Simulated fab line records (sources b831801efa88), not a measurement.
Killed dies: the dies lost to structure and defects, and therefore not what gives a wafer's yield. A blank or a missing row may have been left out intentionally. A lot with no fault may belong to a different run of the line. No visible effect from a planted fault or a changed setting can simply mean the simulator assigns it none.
Chamber matching	flow gf180mcu	3 sister chambers for GF_V5_CVD_02 on pecvd-03
The step deposits SiO2 from TEOS, target thk 1450 nm, time 163.28 s. 18 wafers are shown with their chamber, then 9 later ones without.

WAFERS, EACH WITH ITS CHAMBER
wafer	chamber	heater_power_w (W)	rf_fwd_power_W (W)
L592.3	1	717	598.0
L592.5	0	468	599.1
L592.6	1	805	596.1
L595.1	2	577	600.9
L595.3	1	813	593.2
L595.5	1	622	599.9
L599.2	2	683	599.8
L599.4	0	524	598.4
L599.6	2	538	599.3
L607.3	1	770	595.6
L607.4	0	456	597.2
L607.6	1	623	599.2
L609.3	1	775	595.8
L609.5	0	449	593.9
L609.6	2	546	594.3
L610.3	2	674	598.3
L610.4	1	772	598.5
L610.6	2	564	598.3

SIGNATURES (averages over the wafers above)
reading	chamber 0	chamber 1	chamber 2	scatter within a chamber
heater_power_w	474.25	737.12	597.00	65.9
rf_fwd_power_W	597.150	597.038	598.483	2.26
Rule: a wafer lies at a distance from a chamber equal to the root of the sum of squares, over the readings, of (its reading less the chamber's mean, divided by the reading's scatter). If the next closest chamber is less than 2 further off than the closest, the wafer can't be placed; otherwise it belongs to the closest. The scatter is the square root of a quotient: the sum, over the shown wafers, of each reading's squared deviation from its chamber's mean, divided by wafers minus chambers.

WAFERS WITHOUT THEIR CHAMBER
wafer	heater_power_w (W)	rf_fwd_power_W (W)
L611.1	742	597.4
L611.5	627	594.8
L611.6	546	595.7
L612.1	546	597.1
L612.2	748	595.8
L612.4	630	596.7
L613.1	561	595.3
L613.4	446	593.2
L613.5	655	599.2

THE CHAMBER EACH PASSED THROUGH
wafer	from the rows above	in truth
L611.1	1	1
L611.5	can't be placed: 2 or 1 or 0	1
L611.6	can't be placed: 0 or 2 or 1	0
L612.1	can't be placed: 2 or 0 or 1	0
L612.2	1	1
L612.4	can't be placed: 2 or 1 or 0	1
L613.1	can't be placed: 2 or 0 or 1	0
L613.4	can't be placed: 0 or 2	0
L613.5	can't be placed: 2 or 1 or 0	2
Placed correctly: 2 of 9. Unplaceable from these rows: 7, with the true chamber sitting among the candidates in 7. Wrongly placed: 0.
